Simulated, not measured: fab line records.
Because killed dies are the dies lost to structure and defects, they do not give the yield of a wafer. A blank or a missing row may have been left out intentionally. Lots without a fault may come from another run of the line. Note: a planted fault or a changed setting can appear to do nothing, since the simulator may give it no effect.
fab line records	flow sky130
record: lots: 6	wafers: 18	last-day: 49
route steps=708 shown DNWELL@41 PWDE@45 NWELL@56 PAD_OPEN@708
lots that met no fault: from a run of the same line without faults
start-h: hours from the record's opening day to when the first of the lot's shown wafers began	wait-h: time in hours since the lot's previous step	" as in the row above	L1.1+2: several wafers, shown together as one row	- either no value or no given start	* or withheld: withheld	< > ~ a bound
route shown NAME@n: a module of which the file shows steps, and the number in the route of the first	usual: the fault-free wafers' mean and standard deviation	same: alike in all rows	chamber/n: place in a boat	sites: the reading at each site	_std_site: the standard deviation of these	_edge_site: the outer-site mean with the inner-site mean subtracted	radius-mm: how far each site lies from the wafer's centre	mask NAME#n: copy n	behind: the last tool/chamber to shape the wafer	hold: what put the lot on hold/how long, in hours/how the hold closed	device: transistor that didn't switch, given as n, p or np	end of line: the same wafers' tests at the end of the route	for a step that has no rows: nothing shown but its recipe	killed: not the wafer's yield, but the dies lost to structure and defects at the first sort	map: dies across one wafer; x = killed, . = not, _ = none there
set.NAME: the setting that was run; set.NAME@STEP: the one run at that earlier step	model.NAME: the simulator's own value behind a step, which no gauge read
a table for each step, a row for each wafer; lots at some steps of the route
services: a tool's chamber out of use, with start hour (start-h, from the record's first day; less than 0 if before it), hours out, and reason
== steps ==
step: SKY_DNWELL_DEVELOP_06
recipe: wall-angle-deg: 90	developer: TMAH	develop-time-s: 60	dev-temp-c: 23
step: SKY_DNWELL_IMPLANT_07
recipe: species: P	energy-kev: withheld	dose-cm2: withheld	tilt-deg: withheld
step: SKY_DNWELL_STRIP_08
recipe: chemistry: O2/N2	power-w: 1400	pressure-mtorr: 1500	platen-temp-c: withheld	o2-flow-sccm: 3000	n2-flow-sccm: 300	overash-fraction: 0.5
usual: drypump-motor-current-A: 5.8/0.36	oes-product-au: 0.722/0.0048	strip-time-to-endpoint-s: 36.90/0.092
lot.wafer	tool	chamber	start-h	wait-h	drypump-motor-current-A	oes-product-au	rf-hours-counter-h	strip-time-to-endpoint-s
L249.1	plasma-asher-03	1	57.41	0.1	6.2	0.711	23	36.84
L249.4	"	0	"	"	6.1	0.729	-	36.85
L249.5	"	1	"	"	6.2	0.711	-	36.74
L253.1	plasma-asher-04	1	80.10	0.1	6.0	0.720	43	36.99
L253.5	"	0	"	"	5.7	0.721	-	36.87
L253.6	"	1	"	"	6.0	0.731	-	37.05
L255.1	plasma-asher-01	1	89.26	0.1	5.5	0.720	42	36.91
L255.2	"	0	"	"	5.3	0.722	42	36.87
L255.5	"	0	"	"	5.3	0.722	-	36.96
L264.4	plasma-asher-01	0	146.01	0.1	5.3	0.722	-	36.89
L264.5	"	0	"	"	5.3	0.726	-	36.94
L264.6	"	1	"	"	5.5	0.724	-	36.96
L265.3	plasma-asher-01	1	151.94	0.1	5.5	0.718	-	36.95
L265.4	"	0	"	"	5.3	0.722	-	36.89
L265.6	"	0	"	"	5.3	0.719	-	36.86
L266.1	plasma-asher-01	1	154.97	0.1	5.5	0.725	49	36.84
L266.2	"	0	"	"	5.3	0.730	49	36.88
L266.3	"	0	"	"	5.3	0.724	-	36.77
step: SKY_DNWELL_TW_MEAS_09
usual: DNWELL_TW: 1112/11
lot.wafer	tool	chamber	start-h	wait-h	DNWELL_TW
L249.1	film-metro-01	-	57.51	0.1	1111
L249.4	"	-	"	"	1109
L249.5	"	-	"	"	1108
L253.1	film-metro-01	-	80.20	0.1	1109
L253.5	"	-	"	"	1121
L253.6	"	-	"	"	1114
L255.1	film-metro-04	-	89.36	0.1	1105
L255.2	"	-	"	"	1100
L255.5	"	-	"	"	1092
L264.4	film-metro-04	-	146.10	0.1	1099
L264.5	"	-	"	"	1094
L264.6	"	-	"	"	1100
L265.3	film-metro-03	-	152.02	0.1	1132
L265.4	"	-	"	"	1135
L265.6	"	-	"	"	1131
L266.1	film-metro-01	-	155.07	0.1	1110
L266.2	"	-	"	"	1113
L266.3	"	-	"	"	1113
step: SKY_PWDE_DEHYDRATE_00
recipe: temp-c: 200	time-s: 60
step: SKY_PWDE_HMDS_01
recipe: prime-time-s: 60	prime-temp-c: 120
step: SKY_PWDE_COAT_02
recipe: spin-rpm: 2000	resist-thk-nm: 3000
step: SKY_PWDE_SOFTBAKE_03
recipe: temp-c: 110	time-s: withheld
step: SKY_PWDE_EXPOSE_04
recipe: mask-id: PWDEM	na: 0.6	source-shape: conventional	sigma-outer: 0.6	polarization: unpolarized	target-cd-nm: 840	dose-mj: 214
step: SKY_PWDE_PEB_05
recipe: temp-c: 115	time-s: withheld
step: SKY_PWDE_DEVELOP_06
recipe: wall-angle-deg: 90	developer: TMAH	develop-time-s: 60	dev-temp-c: 23
step: SKY_PWDE_OVL_MEAS_07
usual: PWDE_OVL: -0.1/1.2
lot.wafer	tool	chamber	start-h	wait-h	PWDE_OVL[nm]
L249.1	overlay-01	-	74.06	-	-2.8
L249.4	"	-	"	"	-0.6
L249.5	"	-	"	"	-0.5
L253.1	overlay-02	-	97.31	-	-0.8
L253.5	"	-	"	"	0.1
L253.6	"	-	"	"	-1.1
L255.1	overlay-02	-	107.30	-	1.5
L255.2	"	-	"	"	0.1
L255.5	"	-	"	"	-1.3
L264.4	overlay-01	-	166.13	-	2.9
L264.5	"	-	"	"	3.2
L264.6	"	-	"	"	3.2
L265.3	overlay-01	-	171.11	-	2.3
L265.4	"	-	"	"	0.3
L265.6	"	-	"	"	1.7
L266.1	overlay-02	-	174.85	-	0.6
L266.2	"	-	"	"	-1.9
L266.3	"	-	"	"	-1.0
step: SKY_PWDE_IMPLANT_08
recipe: species: B	energy-kev: 150	dose-cm2: 3.6e+12	tilt-deg: withheld
lot.wafer	tool	chamber	start-h	wait-h
L249.1+4+5	implanter-02	0	74.09	0.0
L253.1+5+6	implanter-02	0	97.34	0.0
L255.1+2+5	implanter-02	0	107.34	0.0
L264.4+5+6	implanter-02	0	166.23	0.1
L265.3+4+6	implanter-02	0	171.19	0.1
L266.1+2+3	implanter-03	0	174.89	0.0
step: SKY_PWDE_STRIP_09
recipe: chemistry: O2/N2	power-w: 1400	pressure-mtorr: 1500	platen-temp-c: withheld	o2-flow-sccm: 3000	n2-flow-sccm: 300	overash-fraction: 0.5
usual: drypump-motor-current-A: 5.7/0.35	oes-product-au: 0.722/0.0047	strip-time-to-endpoint-s: 36.89/0.11
lot.wafer	tool	chamber	start-h	wait-h	drypump-motor-current-A	oes-product-au	rf-hours-counter-h	strip-time-to-endpoint-s
L249.1	plasma-asher-04	0	74.24	0.1	5.7	0.725	42	36.77
L249.4	"	0	"	"	5.8	0.727	-	36.81
L249.5	"	1	"	"	6.0	0.734	-	36.83
L253.1	plasma-asher-02	1	97.49	0.1	6.2	0.727	38	37.11
L253.5	"	0	"	"	5.1	0.723	-	36.92
L253.6	"	1	"	"	6.2	0.729	-	36.91
L255.1	plasma-asher-01	0	107.49	0.1	5.3	0.723	44	37.07
L255.2	"	1	"	"	5.5	0.725	44	36.97
L255.5	"	1	"	"	5.5	0.714	-	36.97
L264.4	plasma-asher-01	1	166.33	0.1	5.5	0.731	-	36.94
L264.5	"	0	"	"	5.3	0.720	-	36.89
L264.6	"	1	"	"	5.5	0.726	-	36.92
L265.3	plasma-asher-04	0	171.32	0.1	5.7	0.718	-	36.92
L265.4	"	1	"	"	6.0	0.723	-	36.98
L265.6	"	1	"	"	6.0	0.715	-	36.95
L266.1	plasma-asher-04	1	175.04	0.1	6.0	0.724	52	37.07
L266.2	"	0	"	"	5.7	0.720	52	36.98
L266.3	"	1	"	"	6.0	0.722	-	37.11
step: SKY_PWDE_TW_MEAS_10
usual: PWDE_TW: 374/4.5
lot.wafer	tool	chamber	start-h	wait-h	PWDE_TW
L249.1	film-metro-01	-	74.34	0.1	374
L249.4	"	-	"	"	372
L249.5	"	-	"	"	371
L253.1	film-metro-01	-	97.59	0.1	367
L253.5	"	-	"	"	369
L253.6	"	-	"	"	366
L255.1	film-metro-04	-	107.59	0.1	363
L255.2	"	-	"	"	366
L255.5	"	-	"	"	363
L264.4	film-metro-03	-	166.43	0.1	380
L264.5	"	-	"	"	378
L264.6	"	-	"	"	376
L265.3	film-metro-01	-	171.41	0.1	373
L265.4	"	-	"	"	374
L265.6	"	-	"	"	373
L266.1	film-metro-04	-	175.14	0.1	372
L266.2	"	-	"	"	372
L266.3	"	-	"	"	374
step: SKY_NWELL_DEHYDRATE_03
recipe: temp-c: 200	time-s: 60
step: SKY_NWELL_HMDS_04
recipe: prime-time-s: 60	prime-temp-c: 120
step: SKY_NWELL_COAT_05
recipe: spin-rpm: 2000	resist-thk-nm: 3000
step: SKY_NWELL_SOFTBAKE_06
recipe: temp-c: 110	time-s: withheld
step: SKY_NWELL_EXPOSE_07
recipe: mask-id: NWM	na: 0.6	source-shape: conventional	sigma-outer: 0.6	polarization: unpolarized	target-cd-nm: 840	dose-mj: 255
step: SKY_NWELL_PEB_08
recipe: temp-c: 115	time-s: withheld
step: SKY_NWELL_DEVELOP_09
recipe: wall-angle-deg: 90	developer: TMAH	develop-time-s: 60	dev-temp-c: 23
step: SKY_NWELL_OVL_MEAS_10
usual: NWELL_00_OVL: -1.0/1.4
lot.wafer	tool	chamber	start-h	wait-h	NWELL_00_OVL[nm]
L249.1	overlay-02	-	91.46	-	-0.3
L249.4	"	-	"	"	-0.7
L249.5	"	-	"	"	-2.0
L253.1	overlay-02	-	116.06	-	-1.0
L253.5	"	-	"	"	-1.6
L253.6	"	-	"	"	-3.3
L255.1	overlay-01	-	125.21	-	-1.6
L255.2	"	-	"	"	-1.9
L255.5	"	-	"	"	-3.2
L264.4	overlay-01	-	186.73	-	-0.6
L264.5	"	-	"	"	0.3
L264.6	"	-	"	"	0.8
L265.3	overlay-02	-	192.43	-	0.6
L265.4	"	-	"	"	-2.5
L265.6	"	-	"	"	0.1
L266.1	overlay-01	-	196.47	-	1.6
L266.2	"	-	"	"	1.1
L266.3	"	-	"	"	0.9
step: SKY_NWELL_IMPLANT_11
recipe: species: P	energy-kev: 400	dose-cm2: 1.9e+13	tilt-deg: withheld
step: SKY_NWELL_IMPLANT_12
recipe: species: P	energy-kev: 120	dose-cm2: 1.3e+12	tilt-deg: withheld
step: SKY_NWELL_IMPLANT_13
recipe: species: P	energy-kev: 50	dose-cm2: 7e+11	tilt-deg: withheld
step: SKY_NWELL_STRIP_14
recipe: chemistry: O2/N2	power-w: 1400	pressure-mtorr: 1500	platen-temp-c: withheld	o2-flow-sccm: 3000	n2-flow-sccm: 300	overash-fraction: 0.5
usual: drypump-motor-current-A: 5.7/0.45	oes-product-au: 0.722/0.0044	strip-time-to-endpoint-s: 36.90/0.1
lot.wafer	tool	chamber	start-h	wait-h	drypump-motor-current-A	oes-product-au	rf-hours-counter-h	strip-time-to-endpoint-s
L249.1	plasma-asher-03	1	91.95	0.1	6.2	0.715	27	36.92
L249.4	"	1	"	"	6.2	0.724	-	36.81
L249.5	"	0	"	"	6.2	0.725	-	36.86
L253.1	plasma-asher-01	1	116.55	0.1	5.5	0.723	45	36.78
L253.5	"	0	"	"	5.3	0.718	-	36.86
L253.6	"	1	"	"	5.5	0.721	-	36.74
L255.1	plasma-asher-02	1	125.70	0.1	6.2	0.715	1	36.79
L255.2	"	0	"	"	5.1	0.729	1	36.72
L255.5	"	0	"	"	5.1	0.717	-	36.79
L264.4	plasma-asher-02	1	187.23	0.1	6.2	0.715	-	36.94
L264.5	"	0	"	"	5.1	0.727	-	36.99
L264.6	"	1	"	"	6.2	0.719	-	37.02
L265.3	plasma-asher-01	0	192.94	0.1	5.3	0.719	-	36.96
L265.4	"	1	"	"	5.5	0.717	-	36.91
L265.6	"	1	"	"	5.5	0.715	-	36.91
L266.1	plasma-asher-02	1	196.96	0.1	6.2	0.726	9	37.00
L266.2	"	0	"	"	5.1	0.727	9	37.05
L266.3	"	1	"	"	6.2	0.718	-	36.97
step: SKY_NWELL_TW_MEAS_15
usual: NWELL_TW: 1818/22
lot.wafer	tool	chamber	start-h	wait-h	NWELL_TW
L249.1	film-metro-01	-	92.05	0.1	1812
L249.4	"	-	"	"	1809
L249.5	"	-	"	"	1819
L253.1	film-metro-03	-	116.65	0.1	1857
L253.5	"	-	"	"	1859
L253.6	"	-	"	"	1857
L255.1	film-metro-04	-	125.80	0.1	1817
L255.2	"	-	"	"	1818
L255.5	"	-	"	"	1808
L264.4	film-metro-01	-	187.33	0.1	1819
L264.5	"	-	"	"	1812
L264.6	"	-	"	"	1813
L265.3	film-metro-01	-	193.03	0.1	1809
L265.4	"	-	"	"	1815
L265.6	"	-	"	"	1803
L266.1	film-metro-04	-	197.06	0.1	1789
L266.2	"	-	"	"	1797
L266.3	"	-	"	"	1795
step: SKY_NWELL_DEHYDRATE_16
recipe: temp-c: 200	time-s: 60
step: SKY_NWELL_HMDS_17
recipe: prime-time-s: 60	prime-temp-c: 120
step: SKY_NWELL_COAT_18
recipe: spin-rpm: 2000	resist-thk-nm: 3000
step: SKY_NWELL_SOFTBAKE_19
recipe: temp-c: 110	time-s: withheld
step: SKY_NWELL_EXPOSE_20
recipe: mask-id: NWM_COMPLEMENT	na: 0.6	source-shape: conventional	sigma-outer: 0.6	polarization: unpolarized	target-cd-nm: 840	dose-mj: 260
step: SKY_NWELL_PEB_21
recipe: temp-c: 115	time-s: withheld
step: SKY_NWELL_DEVELOP_22
recipe: wall-angle-deg: 90	developer: TMAH	develop-time-s: 60	dev-temp-c: 23
step: SKY_NWELL_OVL_MEAS_23
usual: NWELL_01_OVL: -0.2/1.3
lot.wafer	tool	chamber	start-h	wait-h	NWELL_01_OVL[nm]
L249.1	overlay-01	-	109.40	-	-0.3
L249.4	"	-	"	"	-0.7
L249.5	"	-	"	"	-0.3
L253.1	overlay-02	-	134.56	-	2.0
L253.5	"	-	"	"	-0.7
L253.6	"	-	"	"	-0.9
L255.1	overlay-01	-	144.56	-	-0.4
L255.2	"	-	"	"	-1.6
L255.5	"	-	"	"	-1.3
L264.4	overlay-02	-	209.03	-	-1.1
L264.5	"	-	"	"	-3.6
L264.6	"	-	"	"	-1.7
L265.3	overlay-01	-	214.68	-	-1.1
L265.4	"	-	"	"	0.1
L265.6	"	-	"	"	-1.6
L266.1	overlay-02	-	218.30	-	-0.2
L266.2	"	-	"	"	0.7
L266.3	"	-	"	"	-0.2
step: SKY_NWELL_IMPLANT_24
recipe: species: B	energy-kev: 140	dose-cm2: 9.2e+12	tilt-deg: withheld
step: SKY_NWELL_STRIP_25
recipe: chemistry: O2/N2	power-w: 1400	pressure-mtorr: 1500	platen-temp-c: withheld	o2-flow-sccm: 3000	n2-flow-sccm: 300	overash-fraction: 0.5
usual: drypump-motor-current-A: 5.7/0.43	oes-product-au: 0.722/0.0045	strip-time-to-endpoint-s: 36.92/0.096
lot.wafer	tool	chamber	start-h	wait-h	drypump-motor-current-A	oes-product-au	rf-hours-counter-h	strip-time-to-endpoint-s
L249.1	plasma-asher-03	0	109.59	0.1	6.1	0.721	29	36.79
L249.4	"	1	"	"	6.2	0.725	-	36.87
L249.5	"	1	"	"	6.2	0.724	-	36.86
L253.1	plasma-asher-01	0	134.75	0.1	5.3	0.722	47	37.01
L253.5	"	1	"	"	5.5	0.720	-	37.01
L253.6	"	0	"	"	5.3	0.720	-	37.06
L255.1	plasma-asher-02	0	144.75	0.1	5.1	0.716	3	36.97
L255.2	"	1	"	"	6.2	0.722	3	36.95
L255.5	"	1	"	"	6.2	0.711	-	37.02
L264.4	plasma-asher-02	1	209.23	0.1	6.2	0.722	-	37.00
L264.5	"	1	"	"	6.2	0.711	-	36.94
L264.6	"	0	"	"	5.2	0.722	-	37.03
L265.3	plasma-asher-01	0	214.89	0.1	5.3	0.732	-	37.05
L265.4	"	1	"	"	5.5	0.723	-	37.10
L265.6	"	1	"	"	5.5	0.724	-	37.00
L266.1	plasma-asher-01	1	218.49	0.1	5.5	0.722	56	36.89
L266.2	"	0	"	"	5.3	0.729	56	36.94
L266.3	"	0	"	"	5.3	0.724	-	36.86
step: SKY_NWELL_TW_MEAS_26
usual: NWELL_2_TW: 499/6.3
lot.wafer	tool	chamber	start-h	wait-h	NWELL_2_TW
L249.1	film-metro-04	-	109.69	0.1	493
L249.4	"	-	"	"	490
L249.5	"	-	"	"	490
L253.1	film-metro-03	-	134.85	0.1	509
L253.5	"	-	"	"	508
L253.6	"	-	"	"	512
L255.1	film-metro-04	-	144.85	0.1	493
L255.2	"	-	"	"	493
L255.5	"	-	"	"	489
L264.4	film-metro-01	-	209.33	0.1	493
L264.5	"	-	"	"	496
L264.6	"	-	"	"	493
L265.3	film-metro-03	-	214.98	0.1	505
L265.4	"	-	"	"	503
L265.6	"	-	"	"	505
L266.1	film-metro-01	-	218.59	0.1	497
L266.2	"	-	"	"	496
L266.3	"	-	"	"	496
step: SKY_NWELL_CLEAN_27
recipe: chemistry: SC1/SC2	mix: 1:4:20	temp-c: 70	time-s: 150	dry: n2-spin
step: SKY_NWELL_RTA_28
recipe: temp-c: 1050	time-s: 30	idle-temp-c: 650	ramp-up-c-per-s: 150	ramp-down-c-per-s: 90	ambient: N2
usual: lamp-power-pct: 25.31/0.051	wafer_temp_C_max: 1054.7/0.9
lot.wafer	tool	chamber	start-h	wait-h	lamp-power-pct	wafer_temp_C_max
L249.1	rtp-anneal-01	0	109.80	0.0	25.30	1054.5
L249.4	"	0	"	"	25.35	1055.2
L249.5	"	0	"	"	25.29	1055.3
L253.1	rtp-anneal-01	0	134.96	0.0	25.32	1053.8
L253.5	"	0	"	"	25.27	1053.7
L253.6	"	0	"	"	25.27	1054.9
L255.1	rtp-anneal-01	0	144.96	0.0	25.25	1054.4
L255.2	"	0	"	"	25.27	1055.2
L255.5	"	0	"	"	25.38	1053.3
L264.4	rtp-anneal-02	0	209.46	0.1	25.26	1053.5
L264.5	"	0	"	"	25.28	1053.8
L264.6	"	0	"	"	25.32	1055.0
L265.3	rtp-anneal-01	0	215.10	0.0	25.44	1055.1
L265.4	"	0	"	"	25.33	1056.1
L265.6	"	0	"	"	25.39	1056.5
L266.1	rtp-anneal-01	0	218.70	0.0	25.32	1055.7
L266.2	"	0	"	"	25.24	1055.5
L266.3	"	0	"	"	25.21	1054.0
step: SKY_NWELL_RS_MEAS_29
recipe: thk-meas-gauge: four-point-probe
usual: NWELL_RS: 624.9/1.5
lot.wafer	tool	chamber	start-h	wait-h	NWELL_RS[ohm/sq]
L249.1	film-metro-03	-	109.90	0.1	625.3
L249.4	"	-	"	"	625.1
L249.5	"	-	"	"	624.7
L253.1	film-metro-01	-	135.06	0.1	623.6
L253.5	"	-	"	"	624.8
L253.6	"	-	"	"	624.5
L255.1	film-metro-01	-	145.06	0.1	624.8
L255.2	"	-	"	"	625.3
L255.5	"	-	"	"	624.5
L264.4	film-metro-03	-	209.57	0.1	624.7
L264.5	"	-	"	"	624.6
L264.6	"	-	"	"	624.3
L265.3	film-metro-01	-	215.21	0.1	625.6
L265.4	"	-	"	"	625.0
L265.6	"	-	"	"	626.8
L266.1	film-metro-03	-	218.80	0.1	622.2
L266.2	"	-	"	"	624.3
L266.3	"	-	"	"	623.8
step: SKY_NWELL_RS_MEAS_31
recipe: thk-meas-gauge: four-point-probe
usual: PWDE_RS: 5276/25
lot.wafer	tool	chamber	start-h	wait-h	PWDE_RS[ohm/sq]
L249.1	film-metro-03	-	110.14	0.1	5305
L249.4	"	-	"	"	5308
L249.5	"	-	"	"	5301
L253.1	film-metro-01	-	135.30	0.1	5496
L253.5	"	-	"	"	5485
L253.6	"	-	"	"	5486
L255.1	film-metro-01	-	145.30	0.1	5511
L255.2	"	-	"	"	5505
L255.5	"	-	"	"	5489
L264.4	film-metro-03	-	209.81	0.1	5289
L264.5	"	-	"	"	5318
L264.6	"	-	"	"	5327
L265.3	film-metro-01	-	215.45	0.1	5291
L265.4	"	-	"	"	5290
L265.6	"	-	"	"	5277
L266.1	film-metro-03	-	219.04	0.1	5274
L266.2	"	-	"	"	5249
L266.3	"	-	"	"	5269
step: SKY_PAD_OPEN_PROBE_99
usual: killed_at_M0_to_M3: 44/6.4	killed_at_M4_up: 3.0/1.8	killed-at-contacts: 24/5	killed-at-front-end: 16/4.3	killed-at-other: 0.4/0.76	killed-dies: 88/8.6	killed-open: 47/7.2	killed-short: 40/5.5
same: gross-dies: 492	killed-at-back-side: 0
lot.wafer	tool	chamber	start-h	wait-h	killed_at_M0_to_M3	killed_at_M4_up	killed-at-contacts	killed-at-front-end	killed-at-other	killed-dies	killed-open	killed-short	model.etest.res_p_drift_20v.line-ohm-um	model.etest.res_p_drift_20v.rs-ohm-sq	model.etest.res-pwde-under-gate.rs-ohm-sq
L249.1	prober-02	-	1077.92	0.1	37	6	15	20	3	81	40	39	1.271e+04	1.047e+04	6172
L249.4	prober-02	-	1078.07	0.2	33	2	27	12	0	74	38	36	1.214e+04	1.007e+04	6184
L249.5	prober-02	-	1078.12	0.2	53	2	26	20	1	102	56	45	1.317e+04	1.098e+04	6182
L253.1	prober-02	-	1112.16	0.1	45	0	22	16	0	83	49	32	1.279e+04	1.068e+04	6673
L253.5	prober-02	-	1112.36	0.2	48	1	20	15	0	84	43	39	1.274e+04	1.078e+04	6645
L253.6	prober-02	-	1112.41	0.2	52	1	22	15	1	91	56	35	1.306e+04	1.09e+04	6674
L255.1	prober-02	-	1119.43	0.1	44	7	20	16	1	88	41	46	1.11e+04	9420	6729
L255.2	prober-02	-	1119.48	0.1	51	5	25	16	0	97	52	45	1.096e+04	9317	6689
L255.5	prober-02	-	1119.63	0.2	33	3	19	23	1	79	42	37	1.134e+04	9478	6682
L266.1	prober-02	-	1180.17	0.1	38	1	27	23	0	89	49	40	1.124e+04	9183	6211
L266.2	prober-02	-	1180.22	0.1	54	3	33	19	1	110	63	47	1.079e+04	8854	6216
L266.3	prober-02	-	1180.27	0.2	43	2	21	21	0	87	44	43	1.126e+04	9320	6181
L264.4	prober-01	-	1180.21	0.2	41	0	23	14	0	78	41	37	1.103e+04	9015	6146
L264.5	prober-01	-	1180.26	0.2	32	2	21	26	3	84	48	33	1.092e+04	8992	6187
L264.6	prober-01	-	1180.31	0.2	47	1	23	21	0	92	48	43	1.09e+04	9087	6242
L265.3	prober-01	-	1181.66	0.2	36	4	20	14	0	74	38	35	1.155e+04	9756	6270
L265.4	prober-01	-	1181.71	0.2	40	2	24	17	0	83	47	36	1.149e+04	9691	6245
L265.6	prober-01	-	1181.81	0.2	50	4	31	14	0	99	60	38	1.183e+04	1.01e+04	6216
killed by level:class
L249.1 VIA1:geometric-particle:open=8 CONTACT:geometric-particle:open=7 METAL2:geometric-particle:short=7 FIELD_ISO:geometric-particle:open=5 METAL1:geometric-particle:short=5 VIA3:geometric-particle:open=4 VIA2:geometric-particle:open=4 METAL4:geometric-particle:short=4
L249.4 CONTACT:geometric-particle:open=12 VIA1:geometric-particle:open=9 CONTACT:geometric-particle:short=7 FIELD_ISO:geometric-particle:short=5 METAL1:geometric-particle:short=5 VIA2:geometric-particle:open=5 LOCAL_INTERCONNECT:geometric-particle:short=4 VIA2:geometric-particle:short=4
L249.5 VIA2:geometric-particle:open=10 VIA3:geometric-particle:open=10 FIELD_ISO:geometric-particle:open=9 LI_CONTACT:geometric-particle:open=9 CONTACT:geometric-particle:open=6 VIA1:geometric-particle:open=6 METAL3:geometric-particle:short=5 POLY_GATE:geometric-particle:short=5
L253.1 CONTACT:geometric-particle:open=10 VIA2:geometric-particle:open=10 VIA1:geometric-particle:open=8 LI_CONTACT:geometric-particle:open=5 METAL2:geometric-particle:short=5 POLY_GATE:geometric-particle:open=4 LOCAL_INTERCONNECT:geometric-particle:short=4 METAL3:geometric-particle:short=4
L253.5 VIA2:geometric-particle:open=10 VIA1:geometric-particle:open=8 CONTACT:geometric-particle:open=7 METAL1:geometric-particle:short=6 LOCAL_INTERCONNECT:geometric-particle:short=5 POLY_GATE:geometric-particle:open=4 LI_CONTACT:geometric-particle:open=4 CONTACT:geometric-particle:short=4
L253.6 CONTACT:geometric-particle:open=14 VIA3:geometric-particle:open=10 VIA1:geometric-particle:open=10 METAL1:geometric-particle:short=8 FIELD_ISO:geometric-particle:short=5 FIELD_ISO:geometric-particle:open=5 METAL2:geometric-particle:short=5 VIA2:geometric-particle:open=5
L255.1 VIA2:geometric-particle:open=9 LI_CONTACT:geometric-particle:open=7 VIA1:geometric-particle:open=7 VIA1:geometric-particle:short=6 METAL4:geometric-particle:short=6 METAL1:geometric-particle:short=6 CONTACT:geometric-particle:open=6 FIELD_ISO:geometric-particle:short=5
L255.2 CONTACT:geometric-particle:open=12 VIA1:geometric-particle:open=8 VIA2:geometric-particle:open=8 METAL3:geometric-particle:short=7 METAL2:geometric-particle:short=7 VIA2:geometric-particle:short=7 LI_CONTACT:geometric-particle:open=6 VIA3:geometric-particle:open=4
L255.5 CONTACT:geometric-particle:open=11 POLY_GATE:geometric-particle:open=6 VIA3:geometric-particle:open=6 FIELD_ISO:geometric-particle:short=5 VIA1:geometric-particle:open=5 FIELD_ISO:geometric-particle:open=4 METAL3:geometric-particle:short=4 VIA3:geometric-particle:short=4
L266.1 VIA1:geometric-particle:open=10 VIA3:geometric-particle:open=10 FIELD_ISO:geometric-particle:open=8 LOCAL_INTERCONNECT:geometric-particle:short=7 CONTACT:geometric-particle:short=6 CONTACT:geometric-particle:open=6 LI_CONTACT:geometric-particle:open=5 VIA3:geometric-particle:short=5
L264.4 VIA1:geometric-particle:open=11 CONTACT:geometric-particle:open=8 LI_CONTACT:geometric-particle:open=6 VIA2:geometric-particle:open=6 METAL1:geometric-particle:short=6 VIA3:geometric-particle:open=6 FIELD_ISO:geometric-particle:short=5 LI_CONTACT:geometric-particle:short=4
L266.2 LI_CONTACT:geometric-particle:open=16 VIA1:geometric-particle:open=15 POLY_GATE:geometric-particle:short=8 CONTACT:geometric-particle:open=8 METAL2:geometric-particle:short=8 VIA1:geometric-particle:short=7 VIA2:geometric-particle:open=7 METAL1:geometric-particle:short=6
L264.5 POLY_GATE:geometric-particle:open=9 CONTACT:geometric-particle:open=9 VIA1:geometric-particle:open=6 VIA2:geometric-particle:open=6 POLY_GATE:geometric-particle:short=5 LI_CONTACT:geometric-particle:open=4 CONTACT:geometric-particle:short=4 VIA3:geometric-particle:short=4
L266.3 VIA3:geometric-particle:open=8 VIA1:geometric-particle:open=8 VIA2:geometric-particle:short=8 LI_CONTACT:geometric-particle:open=7 LOCAL_INTERCONNECT:geometric-particle:short=7 FIELD_ISO:geometric-particle:short=6 FIELD_ISO:geometric-particle:open=5 POLY_GATE:geometric-particle:open=4
L264.6 VIA1:geometric-particle:open=8 CONTACT:geometric-particle:open=8 VIA2:geometric-particle:open=7 VIA3:geometric-particle:open=7 METAL1:geometric-particle:short=6 LOCAL_INTERCONNECT:geometric-particle:short=5 CONTACT:geometric-particle:short=5 VIA1:geometric-particle:short=4
L265.3 LI_CONTACT:geometric-particle:short=7 VIA3:geometric-particle:open=7 VIA1:geometric-particle:open=6 POLY_GATE:geometric-particle:open=5 LI_CONTACT:geometric-particle:open=5 VIA2:geometric-particle:open=5 VIA3:geometric-particle:short=5 POLY_GATE:geometric-particle:short=4
L265.4 LI_CONTACT:geometric-particle:open=9 METAL2:geometric-particle:short=8 VIA2:geometric-particle:open=8 VIA1:geometric-particle:open=7 CONTACT:geometric-particle:open=6 POLY_GATE:geometric-particle:open=5 POLY_GATE:geometric-particle:short=5 VIA3:geometric-particle:open=5
L265.6 VIA2:geometric-particle:open=15 CONTACT:geometric-particle:open=14 VIA1:geometric-particle:open=9 LI_CONTACT:geometric-particle:open=7 LOCAL_INTERCONNECT:geometric-particle:short=7 VIA3:geometric-particle:open=4 METAL2:geometric-particle:short=4 VIA3:geometric-particle:short=4
== services ==
tool	chamber	start-h	hours	kind
implanter-03	-	33.78	3.4	repair
rtp-anneal-01	-	40.44	2.3	pm
plasma-asher-03	-	58.66	2.6	repair
implanter-03	-	69.99	5.6	pm
implanter-03	-	80.78	11.0	repair
implanter-02	-	99.30	3.8	repair
plasma-asher-02	-	108.75	9.0	pm
plasma-asher-02	0	108.75	9.0	vent-cycle
plasma-asher-02	1	108.75	9.0	vent-cycle
plasma-asher-04	-	110.75	2.8	pm
plasma-asher-02	0	117.75	-	clean
plasma-asher-02	1	117.75	-	clean
plasma-asher-04	-	120.80	1.0	repair
plasma-asher-03	-	129.68	1.4	repair
plasma-asher-03	-	149.88	24.6	repair
plasma-asher-04	-	149.92	4.0	repair
plasma-asher-04	-	153.51	0.8	repair
implanter-02	-	172.75	6.8	repair
plasma-asher-01	-	181.49	2.8	pm
implanter-02	-	183.49	5.1	repair
plasma-asher-01	-	205.48	0.9	repair
== key ==
first-sign: step: SKY_PWDE_TW_MEAS_10	reading: PWDE_TW	direction: down	sigmas: 1.8	usual: 374	struck: 366
effect: step: SKY_NWELL_RS_MEAS_31	reading: PWDE_RS	direction: up	sigmas: 8.9	usual: 5276	struck: 5495
model-effect: step: SKY_PAD_OPEN_PROBE_99	value: etest.res_p_drift_20v.line-ohm-um	without: 1.107e+04	struck: 1.2e+04
met-at SKY_PWDE_IMPLANT_08
struck-wafers L253.1,L253.5,L253.6,L255.1,L255.2,L255.5
tester-left-out L253,L255
onset-between 74.09 97.34
fault: kind: process-parameter-drift	tool: implanter-02	chamber: -	onset-h: 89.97	steps: SKY_PWDE_IMPLANT_08	channel: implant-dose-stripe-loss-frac	offset: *	shape: step	end-h: 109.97
tester-left-out: of these lots the tester's yield and bins aren't shown, on N5 and GAA mostly nor the transistor test; their killed dies are dies lost to structure and defects alone, not to doping, threshold or leakage, so they don't give the yield
